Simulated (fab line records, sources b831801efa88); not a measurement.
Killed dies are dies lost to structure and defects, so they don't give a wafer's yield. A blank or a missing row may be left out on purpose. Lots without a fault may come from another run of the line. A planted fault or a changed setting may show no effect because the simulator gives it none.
Which tool did it? | flow gf180mcu | 6 lots, 18 wafers sampled, at 3 steps of a route of 602

WHAT THE GAUGES READ, wafer by wafer
GF_LVPWELL_TW_MEAS_11.
lot  | measured    | on            | LVPWELL_TW
L836 | day 4 03:07 | film_metro-04 | 553.5 554.6 553.0
L838 | day 4 16:42 | film_metro-01 | 548.7 547.0 550.2
L844 | day 5 22:32 | film_metro-04 | 553.5 554.6 554.5
L851 | day 7 17:44 | film_metro-04 | 523.4 523.6 522.2 523.2 525.1 520.5
L853 | day 8 01:49 | film_metro-02 | 558.4 559.3 556.5
L857 | day 9 01:10 | film_metro-02 | 553.9 550.3 549.9

WHICH TOOL RAN EACH LOT (tool, then ch and the chambers of the sampled wafers, then the start)
lot  | GF_LVPWELL_IMPLANT_09          | GF_LVPWELL_STRIP_10
L836 | implanter-04 ch 0, day 4 02:53 | plasma_asher-04 ch 0,1, day 4 03:01
L838 | implanter-04 ch 0, day 4 16:27 | plasma_asher-01 ch 0,1, day 4 16:36
L844 | implanter-01 ch 0, day 5 22:17 | plasma_asher-04 ch 0,1, day 5 22:26
L851 | implanter-01 ch 0, day 7 17:29 | plasma_asher-01 ch 0, day 7 17:38
L853 | implanter-04 ch 0, day 8 01:36 | plasma_asher-04 ch 0,1, day 8 01:44
L857 | implanter-04 ch 0, day 9 00:55 | plasma_asher-01 ch 0,1, day 9 01:03
- GF_LVPWELL_IMPLANT_09
- GF_LVPWELL_STRIP_10: strips in O2/N2.

THE ANSWER, worked out from the rows above alone
Rule: what is usual is taken from the lots themselves. Put in order of their means at a reading, lots are off if they are a third of the lots or fewer, leave a main group of 4 or more, and stand apart from it by a gap of 3 or more times the standard deviation of the main group's means; of several such gaps the widest counts. A main group whose means are all the same, to the digits that the tables above print for the reading, isn't used. A lot without any number at a reading at which 4 lots or more have one is off too. The other lots that the step has rows for count as sound.
Off: L851, at GF_LVPWELL_TW_MEAS_11 (LVPWELL_TW). The main group: mean 553.2, standard deviation 3.1.
A tool fits if, at a process step before that reading, it ran every lot that is off, and no sound lot after the first of them. The gauges at GF_LVPWELL_TW_MEAS_11 are tried like those tools. Can't be told from this: 2 tools fit, implanter-01 at GF_LVPWELL_IMPLANT_09, film_metro-04 at GF_LVPWELL_TW_MEAS_11.

WHAT THE SIMULATOR HAD PUT IN
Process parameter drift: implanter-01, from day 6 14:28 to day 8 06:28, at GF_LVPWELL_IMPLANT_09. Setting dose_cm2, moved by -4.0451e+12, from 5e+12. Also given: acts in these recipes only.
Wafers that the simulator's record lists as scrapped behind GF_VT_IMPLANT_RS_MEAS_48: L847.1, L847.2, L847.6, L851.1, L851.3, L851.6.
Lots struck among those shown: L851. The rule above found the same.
